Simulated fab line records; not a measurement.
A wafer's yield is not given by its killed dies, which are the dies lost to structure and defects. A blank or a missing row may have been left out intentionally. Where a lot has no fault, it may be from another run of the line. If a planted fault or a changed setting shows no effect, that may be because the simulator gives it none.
fab line records	flow sky130
record: lots: 6	wafers: 18	last_day: 50
route steps=708 shown VT_ADJUST_LVTN@116 VT_ADJUST_NCORE@119 VT_ADJUST_HVTR@131 PAD_OPEN@708
lots that met no fault: from a run of the same line without faults
start_h: hours from the record's opening day to when the first of the lot's shown wafers began	wait_h: how many hours have passed since the lot's step before this one	" same as the row above	L1.1+2: a row that stands for several wafers	- no value present, or no start provided	* or withheld: withheld	< > ~ a bound
route shown NAME@n: a module of which the file shows steps, and the number in the route of the first	usual: average and standard deviation across the fault-free wafers	same: alike in all rows	chamber/n: place in a boat	sites: readings site by site	_std_site: standard deviation across them	_edge_site: the outer-site mean with the inner-site mean subtracted	radius_mm: how far each site lies from the wafer's centre	mask NAME#n: copy n	behind: the tool/chamber that last shaped the wafer	hold: why the lot went on hold/how many hours it stayed there/how the hold came to an end	device: the transistor (n, p or np) that didn't switch	end of line: at the end of the route, the tests of the same wafers	a step with no rows: only its recipe	killed: the dies lost at the first sort to structure and to defects; this is not the yield of the wafer	map: per-die view of a wafer (x killed, . not killed, _ where there is no die)
set.NAME: setting as actually run; set.NAME@STEP: the setting as run at that earlier step	model.NAME: the simulator's own value behind a step, which no gauge read
certain route steps with their lots: each step a table, each wafer a row
services: a tool's chamber out of use, with start hour (start_h, from the record's first day; less than 0 if before it), hours out, and reason
== steps ==
step: SKY_VT_ADJUST_LVTN_IMPLANT_19
recipe: species: B	energy_kev: 30	dose_cm2: 6.5e+11	tilt_deg: withheld
step: SKY_VT_ADJUST_LVTN_STRIP_20
recipe: chemistry: O2/N2	power_w: 1400	pressure_mtorr: 1500	platen_temp_c: withheld	o2_flow_sccm: 3000	n2_flow_sccm: 300	overash_fraction: 0.5
usual: drypump_motor_current_A: 5.3/0.44	oes_product_au: 0.716/0.0047	strip_time_to_endpoint_s: 14.18/0.035
lot.wafer	tool	chamber	start_h	wait_h	drypump_motor_current_A	oes_product_au	rf_hours_counter_h	strip_time_to_endpoint_s
L805.2	plasma_asher-02	0	169.58	0.1	4.9	0.725	50	14.18
L805.4	"	1	"	"	6.1	0.720	-	14.20
L805.6	"	1	"	"	6.1	0.715	-	14.21
L806.1	plasma_asher-01	0	178.38	0.1	5.2	0.721	37	14.19
L806.2	"	1	"	"	4.9	0.715	37	14.17
L806.3	"	1	"	"	4.9	0.713	-	14.23
L819.3	plasma_asher-01	1	260.58	0.1	4.8	0.717	-	14.18
L819.5	"	0	"	"	5.2	0.715	-	14.14
L819.6	"	1	"	"	4.8	0.718	-	14.19
L820.1	plasma_asher-01	1	268.17	0.1	4.8	0.717	45	14.15
L820.2	"	0	"	"	5.3	0.717	45	14.19
L820.4	"	0	"	"	5.3	0.727	-	14.16
L821.2	plasma_asher-03	0	276.63	0.1	5.5	0.723	59	14.19
L821.3	"	1	"	"	5.3	0.720	-	14.17
L821.5	"	0	"	"	5.5	0.713	-	14.19
L826.1	plasma_asher-03	0	312.48	0.1	5.5	0.719	62	14.12
L826.3	"	0	"	"	5.5	0.717	-	14.15
L826.6	"	0	"	"	5.5	0.713	-	14.14
step: SKY_VT_ADJUST_LVTN_TW_MEAS_21
usual: VT_ADJUST_LVTN_2_TW: 188.0/1.3
lot.wafer	tool	chamber	start_h	wait_h	VT_ADJUST_LVTN_2_TW
L805.2	film_metro-04	-	169.69	0.1	186.8
L805.4	"	-	"	"	187.8
L805.6	"	-	"	"	187.3
L806.1	film_metro-01	-	178.48	0.1	187.9
L806.2	"	-	"	"	189.4
L806.3	"	-	"	"	189.0
L819.3	film_metro-04	-	260.67	0.1	187.7
L819.5	"	-	"	"	187.5
L819.6	"	-	"	"	187.4
L820.1	film_metro-01	-	268.27	0.1	188.9
L820.2	"	-	"	"	188.9
L820.4	"	-	"	"	188.7
L821.2	film_metro-01	-	276.74	0.1	189.2
L821.3	"	-	"	"	188.7
L821.5	"	-	"	"	188.3
L826.1	film_metro-01	-	312.58	0.1	188.6
L826.3	"	-	"	"	189.1
L826.6	"	-	"	"	188.8
step: SKY_VT_ADJUST_NCORE_DEHYDRATE_00
recipe: temp_c: 200	time_s: 62.13
usual: plate_sensor_t_centre_C: 201.07/0.01	plate_sensor_t_edge_C: 201.55/0.0094	resist_line_temp_C: 22.99/0.1
lot.wafer	tool	chamber	start_h	wait_h	plate_sensor_t_centre_C	plate_sensor_t_edge_C	resist_line_temp_C
L805.2	litho_track-02	0	179.28	9.6	201.07	201.56	22.98
L805.4	"	0	"	"	201.05	201.54	23.00
L805.6	"	0	"	"	201.07	201.56	23.09
L806.1	litho_track-02	0	187.21	8.7	201.06	201.57	22.83
L806.2	"	0	"	"	201.08	201.55	23.07
L806.3	"	0	"	"	201.06	201.56	22.99
L819.3	litho_track-03	0	272.04	11.4	201.06	201.56	22.96
L819.5	"	0	"	"	201.06	201.55	22.85
L819.6	"	0	"	"	201.06	201.56	22.95
L820.1	litho_track-03	0	280.24	12.0	201.05	201.56	23.18
L820.2	"	0	"	"	201.07	201.57	22.90
L820.4	"	0	"	"	201.08	201.56	23.03
L821.2	litho_track-02	0	288.18	11.4	201.06	201.55	22.90
L821.3	"	0	"	"	201.08	201.53	22.98
L821.5	"	0	"	"	201.07	201.55	23.10
L826.1	litho_track-03	0	325.34	12.8	201.09	201.54	22.75
L826.3	"	0	"	"	201.07	201.54	22.89
L826.6	"	0	"	"	201.08	201.53	22.96
step: SKY_VT_ADJUST_NCORE_HMDS_01
recipe: prime_time_s: 60	prime_temp_c: 120
step: SKY_VT_ADJUST_NCORE_COAT_02
recipe: resist: NOVOLAK	spin_rpm: 3000	resist_thk_nm: 1140
step: SKY_VT_ADJUST_NCORE_SOFTBAKE_03
recipe: temp_c: 90	time_s: 60	resist: NOVOLAK
step: SKY_VT_ADJUST_NCORE_EXPOSE_04
recipe: mask_id: LVTN_COMPLEMENT_THIN	na: 0.6	source_shape: conventional	sigma_outer: 0.6	polarization: unpolarized	target_cd_nm: 380	dose_mj: 139
step: SKY_VT_ADJUST_NCORE_PEB_05
recipe: temp_c: withheld	time_s: *	resist: NOVOLAK
step: SKY_VT_ADJUST_NCORE_DEVELOP_06
recipe: resist: NOVOLAK	developer: TMAH	develop_time_s: 60	dev_temp_c: 23
step: SKY_VT_ADJUST_NCORE_CD_MEAS_07
recipe: target_cd_nm: 380
usual: cd_nm: 380.1/2.4
lot.wafer	tool	chamber	start_h	wait_h	cd_nm
L805.2	cd_sem-02	-	189.35	0.1	379.3
L805.4	"	-	"	"	381.4
L805.6	"	-	"	"	380.5
L806.1	cd_sem-01	-	198.26	0.1	381.8
L806.2	"	-	"	"	380.5
L806.3	"	-	"	"	382.3
L819.3	cd_sem-02	-	284.72	0.1	379.6
L819.5	"	-	"	"	381.3
L819.6	"	-	"	"	381.8
L820.1	cd_sem-02	-	292.74	0.1	378.8
L820.2	"	-	"	"	379.8
L820.4	"	-	"	"	380.1
L821.2	cd_sem-01	-	301.13	0.1	383.8
L821.3	"	-	"	"	386.6
L821.5	"	-	"	"	386.0
L826.1	cd_sem-01	-	339.48	0.1	376.3
L826.3	"	-	"	"	379.6
L826.6	"	-	"	"	379.3
step: SKY_VT_ADJUST_NCORE_OVL_MEAS_08
usual: VT_ADJUST_NCORE_OVL: -0.4/1.4
lot.wafer	tool	chamber	start_h	wait_h	VT_ADJUST_NCORE_OVL[nm]
L805.2	overlay-02	-	189.45	0.1	0.7
L805.4	"	-	"	"	1.4
L805.6	"	-	"	"	1.3
L806.1	overlay-01	-	198.38	0.1	-2.3
L806.2	"	-	"	"	-3.7
L806.3	"	-	"	"	-2.6
L819.3	overlay-02	-	284.81	0.1	-3.0
L819.5	"	-	"	"	-2.0
L819.6	"	-	"	"	-3.0
L820.1	overlay-02	-	292.86	0.1	-0.4
L820.2	"	-	"	"	1.3
L820.4	"	-	"	"	0.3
L821.2	overlay-02	-	301.23	0.1	-0.8
L821.3	"	-	"	"	0.0
L821.5	"	-	"	"	0.1
L826.1	overlay-01	-	339.60	0.1	-1.4
L826.3	"	-	"	"	-0.5
L826.6	"	-	"	"	-2.3
step: SKY_VT_ADJUST_NCORE_IMPLANT_09
recipe: species: B	energy_kev: 10	dose_cm2: 2.4e+12	tilt_deg: withheld
usual: dose_ions_cm2: 2.4001e+12/2.6e+09	faraday_current_uA: 13.55/0.27
lot.wafer	tool	chamber	start_h	wait_h	dose_ions_cm2	faraday_current_uA
L805.2	implanter-01	0	189.51	0.0	2.4018e+12	13.77
L805.4	"	0	"	"	2.3995e+12	13.82
L805.6	"	0	"	"	2.4019e+12	13.12
L806.1	implanter-02	0	198.42	0.0	2.3947e+12	13.79
L806.2	"	0	"	"	2.401e+12	13.51
L806.3	"	0	"	"	2.3977e+12	13.59
L819.3	implanter-04	0	284.88	0.1	2.3969e+12	13.76
L819.5	"	0	"	"	2.4005e+12	13.65
L819.6	"	0	"	"	2.4029e+12	13.70
L820.1	implanter-01	0	292.90	0.0	2.8441e+12	16.22
L820.2	"	0	"	"	2.8444e+12	16.14
L820.4	"	0	"	"	2.8427e+12	16.24
L821.2	implanter-01	0	301.29	0.0	2.8437e+12	16.04
L821.3	"	0	"	"	2.8454e+12	15.77
L821.5	"	0	"	"	2.844e+12	16.50
L826.1	implanter-02	0	339.63	0.0	2.3968e+12	13.63
L826.3	"	0	"	"	2.4035e+12	13.33
L826.6	"	0	"	"	2.3984e+12	13.69
step: SKY_VT_ADJUST_NCORE_STRIP_10
recipe: chemistry: O2/N2	power_w: 1400	pressure_mtorr: 1500	platen_temp_c: withheld	o2_flow_sccm: 3000	n2_flow_sccm: 300	overash_fraction: 0.5
usual: drypump_motor_current_A: 5.7/0.62	oes_product_au: 0.716/0.0047	strip_time_to_endpoint_s: 14.18/0.045
lot.wafer	tool	chamber	start_h	wait_h	drypump_motor_current_A	oes_product_au	rf_hours_counter_h	strip_time_to_endpoint_s
L805.2	plasma_asher-01	1	189.63	0.1	4.8	0.707	38	14.18
L805.4	"	1	"	"	4.8	0.716	-	14.22
L805.6	"	0	"	"	5.2	0.711	-	14.23
L806.1	plasma_asher-04	1	198.57	0.1	5.8	0.713	7	14.17
L806.2	"	0	"	"	6.6	0.717	7	14.21
L806.3	"	0	"	"	6.6	0.714	-	14.14
L819.3	plasma_asher-03	0	285.01	0.1	5.5	0.712	-	14.23
L819.5	"	1	"	"	5.3	0.715	-	14.22
L819.6	"	0	"	"	5.5	0.712	-	14.24
L820.1	plasma_asher-01	1	293.05	0.1	4.8	0.717	48	14.18
L820.2	"	0	"	"	5.2	0.711	48	14.19
L820.4	"	0	"	"	5.3	0.719	-	14.20
L821.2	plasma_asher-01	0	301.41	0.1	5.2	0.715	49	14.23
L821.3	"	1	"	"	4.8	0.718	-	14.15
L821.5	"	1	"	"	4.8	0.716	-	14.17
L826.1	plasma_asher-04	1	339.78	0.1	5.8	0.707	19	14.23
L826.3	"	1	"	"	5.8	0.717	-	14.22
L826.6	"	0	"	"	6.6	0.711	-	14.18
step: SKY_VT_ADJUST_NCORE_TW_MEAS_11
usual: VT_ADJUST_NCORE_TW: 217.7/1.6
lot.wafer	tool	chamber	start_h	wait_h	VT_ADJUST_NCORE_TW
L805.2	film_metro-03	-	189.74	0.1	217.3
L805.4	"	-	"	"	216.2
L805.6	"	-	"	"	217.7
L806.1	film_metro-03	-	198.67	0.1	216.1
L806.2	"	-	"	"	214.9
L806.3	"	-	"	"	216.9
L819.3	film_metro-03	-	285.10	0.1	217.9
L819.5	"	-	"	"	217.1
L819.6	"	-	"	"	218.0
L820.1	film_metro-02	-	293.15	0.1	227.1
L820.2	"	-	"	"	227.9
L820.4	"	-	"	"	226.4
L821.2	film_metro-01	-	301.52	0.1	230.0
L821.3	"	-	"	"	230.3
L821.5	"	-	"	"	231.8
L826.1	film_metro-02	-	339.88	0.1	216.5
L826.3	"	-	"	"	216.5
L826.6	"	-	"	"	217.9
step: SKY_VT_ADJUST_HVTR_DEHYDRATE_00
recipe: temp_c: 200	time_s: 60
step: SKY_PAD_OPEN_PROBE_99
usual: killed_at_M0_to_M3: 42/5.8	killed_at_M4_up: 3.0/2	killed_at_contacts: 24/5.5	killed_at_front_end: 15/3.9	killed_at_other: 0.3/0.54	killed_dies: 85/8.8	killed_open: 47/6.8	killed_short: 38/5.9
same: gross_dies: 492	killed_at_back_side: 0
lot.wafer	tool	chamber	start_h	wait_h	killed_at_M0_to_M3	killed_at_M4_up	killed_at_contacts	killed_at_front_end	killed_at_other	killed_dies	killed_open	killed_short	model.etest.nfet_16v.r_on_ohm_um	model.etest.pfet_16v.r_on_ohm_um	model.etest.pfet_g5v0d10v5.r_on_ohm_um	model.etest.tip_p.rs_ohm_sq	model.etest.res_pwell_under_gate.rs_ohm_sq	model.etest.nfet_g5v0d10v5.r_on_ohm_um	model.etest.tip_p_5v.rs_ohm_sq	model.etest.tip_n_5v.rs_ohm_sq
L805.2	prober-02	-	1088.67	0.1	35	5	23	16	0	79	41	38	1.372e+04	1.485e+04	4805	6896	2305	1877	2897	1387
L805.4	prober-02	-	1088.77	0.2	44	3	38	19	0	104	54	50	1.368e+04	1.491e+04	4785	6849	2312	1832	2912	1380
L805.6	prober-02	-	1088.87	0.2	34	0	11	22	0	67	32	35	1.38e+04	1.499e+04	4868	6893	2293	1874	2901	1392
L806.1	prober-01	-	1095.64	0.1	30	3	41	20	1	95	48	46	1.386e+04	1.466e+04	4877	6810	2289	1954	2867	1394
L806.2	prober-01	-	1095.69	0.1	42	1	24	25	0	92	56	35	1.383e+04	1.499e+04	4834	6810	2281	1901	2878	1377
L806.3	prober-01	-	1095.74	0.2	45	3	26	20	1	95	58	34	1.384e+04	1.478e+04	4961	6827	2300	1941	2884	1386
L819.3	prober-02	-	1165.07	0.2	44	6	15	11	0	76	42	34	1.369e+04	1.46e+04	4708	6981	2298	1849	2906	1372
L819.5	prober-02	-	1165.17	0.2	37	3	33	14	1	88	46	42	1.387e+04	1.492e+04	4670	6965	2322	1850	2890	1367
L819.6	prober-02	-	1165.22	0.2	44	3	20	16	0	83	42	41	1.383e+04	1.522e+04	4698	6986	2293	1858	2909	1370
L820.1	prober-01	-	1175.11	0.1	39	3	21	13	0	76	42	34	1.458e+04	1.446e+04	4416	6710	2268	1907	2839	1404
L820.2	prober-01	-	1175.16	0.1	43	1	26	16	0	86	44	42	1.457e+04	1.481e+04	4538	6718	2250	1915	2814	1406
L820.4	prober-01	-	1175.26	0.2	42	3	23	13	0	81	42	39	1.453e+04	1.437e+04	4547	6655	2273	1932	2836	1404
L821.2	prober-01	-	1185.12	0.1	43	1	21	19	1	85	46	39	1.446e+04	1.411e+04	4508	6743	2238	1927	2829	1403
L821.3	prober-01	-	1185.17	0.2	57	7	15	19	0	98	53	45	1.446e+04	1.412e+04	4504	6708	2232	1932	2850	1404
L821.5	prober-01	-	1185.27	0.2	40	1	19	19	1	80	44	35	1.444e+04	1.447e+04	4486	6684	2242	1930	2838	1396
L826.1	prober-02	-	1204.65	0.1	42	1	37	10	1	91	55	36	1.381e+04	1.452e+04	4902	7038	2265	1915	2861	1351
L826.3	prober-02	-	1204.75	0.2	39	0	20	18	0	77	35	42	1.377e+04	1.443e+04	4827	7016	2284	1904	2886	1367
L826.6	prober-02	-	1204.90	0.2	44	1	25	15	0	85	44	39	1.371e+04	1.454e+04	4798	7026	2278	1879	2893	1365
killed by level:class
L805.2 VIA1:geometric_particle:open=8 FIELD_ISO:geometric_particle:open=7 CONTACT:geometric_particle:open=7 CONTACT:geometric_particle:short=6 LOCAL_INTERCONNECT:geometric_particle:short=5 VIA2:geometric_particle:open=5 VIA3:geometric_particle:open=5 FIELD_ISO:geometric_particle:short=4
L805.4 VIA1:geometric_particle:open=13 CONTACT:geometric_particle:open=13 LI_CONTACT:geometric_particle:open=8 LOCAL_INTERCONNECT:geometric_particle:short=7 METAL1:geometric_particle:short=6 VIA3:geometric_particle:open=6 CONTACT:geometric_particle:short=6 METAL2:geometric_particle:short=5
L805.6 VIA1:geometric_particle:open=12 POLY_GATE:geometric_particle:short=6 FIELD_ISO:geometric_particle:short=5 CONTACT:geometric_particle:short=5 METAL1:geometric_particle:short=5 METAL2:geometric_particle:short=5 POLY_GATE:geometric_particle:open=4 FIELD_ISO:geometric_particle:open=3
L806.1 CONTACT:geometric_particle:open=12 LI_CONTACT:geometric_particle:open=11 FIELD_ISO:geometric_particle:short=8 VIA3:geometric_particle:open=6 CONTACT:geometric_particle:short=6 LOCAL_INTERCONNECT:geometric_particle:short=5 LI_CONTACT:geometric_particle:short=4 VIA1:geometric_particle:open=4
L806.2 LI_CONTACT:geometric_particle:open=12 METAL1:geometric_particle:short=9 CONTACT:geometric_particle:open=9 VIA2:geometric_particle:open=9 VIA3:geometric_particle:open=6 VIA1:geometric_particle:open=6 FIELD_ISO:geometric_particle:open=5 VIA3:geometric_particle:short=5
L806.3 CONTACT:geometric_particle:open=13 METAL2:geometric_particle:short=11 LI_CONTACT:geometric_particle:open=10 VIA2:geometric_particle:open=8 VIA1:geometric_particle:open=7 METAL1:geometric_particle:short=5 VIA3:geometric_particle:open=5 FIELD_ISO:geometric_particle:open=4
L819.3 VIA1:geometric_particle:open=13 METAL2:geometric_particle:short=8 VIA3:geometric_particle:open=7 LI_CONTACT:geometric_particle:open=6 CONTACT:geometric_particle:open=5 METAL3:geometric_particle:short=5 METAL1:geometric_particle:short=3 SPACER:geometric_particle:short=3
L819.5 CONTACT:geometric_particle:open=11 VIA1:geometric_particle:open=11 LI_CONTACT:geometric_particle:open=8 LI_CONTACT:geometric_particle:short=6 VIA1:geometric_particle:short=6 LOCAL_INTERCONNECT:geometric_particle:short=5 METAL2:geometric_particle:short=4 FIELD_ISO:geometric_particle:short=3
L819.6 CONTACT:geometric_particle:open=12 METAL2:geometric_particle:short=8 VIA3:geometric_particle:open=7 VIA2:geometric_particle:open=6 FIELD_ISO:geometric_particle:open=5 VIA1:geometric_particle:open=5 VIA3:geometric_particle:short=5 METAL1:geometric_particle:short=5
L820.1 VIA1:geometric_particle:open=8 LI_CONTACT:geometric_particle:open=7 CONTACT:geometric_particle:open=7 METAL2:geometric_particle:short=6 METAL1:geometric_particle:short=6 VIA2:geometric_particle:open=5 VIA3:geometric_particle:open=4 FIELD_ISO:geometric_particle:short=3
L820.2 VIA1:geometric_particle:open=12 CONTACT:geometric_particle:short=8 METAL2:geometric_particle:short=8 VIA1:geometric_particle:short=6 POLY_GATE:geometric_particle:open=5 CONTACT:geometric_particle:open=5 VIA2:geometric_particle:open=5 FIELD_ISO:geometric_particle:short=4
L820.4 CONTACT:geometric_particle:open=10 VIA1:geometric_particle:open=8 METAL1:geometric_particle:short=7 METAL2:geometric_particle:short=7 POLY_GATE:geometric_particle:short=5 VIA2:geometric_particle:open=5 LI_CONTACT:geometric_particle:open=4 METAL3:geometric_particle:short=4
L821.2 VIA2:geometric_particle:open=10 CONTACT:geometric_particle:open=8 VIA1:geometric_particle:short=6 VIA1:geometric_particle:open=6 METAL2:geometric_particle:short=6 VIA3:geometric_particle:open=6 POLY_GATE:geometric_particle:short=5 LI_CONTACT:geometric_particle:open=5
L821.3 VIA1:geometric_particle:open=17 METAL2:geometric_particle:short=8 METAL4:geometric_particle:short=7 CONTACT:geometric_particle:open=7 METAL1:geometric_particle:short=6 FIELD_ISO:geometric_particle:open=5 VIA3:geometric_particle:open=5 POLY_GATE:geometric_particle:short=4
L821.5 VIA1:geometric_particle:open=8 CONTACT:geometric_particle:open=7 VIA3:geometric_particle:open=7 FIELD_ISO:geometric_particle:open=6 LI_CONTACT:geometric_particle:open=6 METAL3:geometric_particle:short=5 VIA1:geometric_particle:short=4 METAL2:geometric_particle:short=4
L826.1 CONTACT:geometric_particle:open=13 VIA3:geometric_particle:open=10 LI_CONTACT:geometric_particle:open=8 LOCAL_INTERCONNECT:geometric_particle:short=7 VIA1:geometric_particle:open=7 FIELD_ISO:geometric_particle:short=5 LOCAL_INTERCONNECT:geometric_particle:open=4 CONTACT:geometric_particle:short=4
L826.3 CONTACT:geometric_particle:open=10 METAL1:geometric_particle:short=8 VIA1:geometric_particle:open=7 FIELD_ISO:geometric_particle:short=6 VIA1:geometric_particle:short=6 LI_CONTACT:geometric_particle:open=5 METAL2:geometric_particle:short=5 FIELD_ISO:geometric_particle:open=4
L826.6 VIA1:geometric_particle:open=12 CONTACT:geometric_particle:open=11 LOCAL_INTERCONNECT:geometric_particle:short=6 METAL2:geometric_particle:short=6 METAL3:geometric_particle:short=5 CONTACT:geometric_particle:short=4 VIA2:geometric_particle:open=4 FIELD_ISO:geometric_particle:short=3
== services ==
tool	chamber	start_h	hours	kind
implanter-04	-	164.35	8.1	repair
implanter-02	-	181.98	3.7	pm
implanter-04	-	208.63	0.6	repair
implanter-04	-	232.43	4.8	repair
implanter-04	-	240.92	13.7	repair
plasma_asher-04	-	264.38	10.5	repair
implanter-02	-	289.52	0.7	repair
litho_track-02	-	290.58	-	consumable_replace:filter
plasma_asher-04	-	330.09	4.3	pm
== key ==
first_sign: step: SKY_VT_ADJUST_NCORE_IMPLANT_09	reading: dose_ions_cm2	direction: up	sigmas: 99+	usual: *	struck: *
effect: step: SKY_VT_ADJUST_NCORE_IMPLANT_09	reading: faraday_current_uA	direction: up	sigmas: 9.8	usual: 13.55	struck: 16.15
effect: step: SKY_VT_ADJUST_NCORE_TW_MEAS_11	reading: VT_ADJUST_NCORE_TW	direction: up	sigmas: 7.2	usual: 217.7	struck: 228.9
model_effect: step: SKY_PAD_OPEN_PROBE_99	value: etest.nfet_16v.r_on_ohm_um	without: 1.37e+04	struck: 1.451e+04
met_at SKY_VT_ADJUST_NCORE_IMPLANT_09
struck_wafers L820.1,L820.2,L820.4,L821.2,L821.3,L821.5
tester_left_out L820,L821
onset_between 189.51 292.90
fault: kind: process_parameter_drift	tool: implanter-01	chamber: -	onset_h: 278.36	steps: SKY_VT_ADJUST_NCORE_IMPLANT_09	channel: dose_cm2	offset: *	shape: step	end_h: 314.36	acts_in: *	stated: *
tester_left_out: of these lots the tester's yield and bins aren't shown, on N5 and GAA mostly nor the transistor test; their killed dies are dies lost to structure and defects alone, not to doping, threshold or leakage, so they don't give the yield
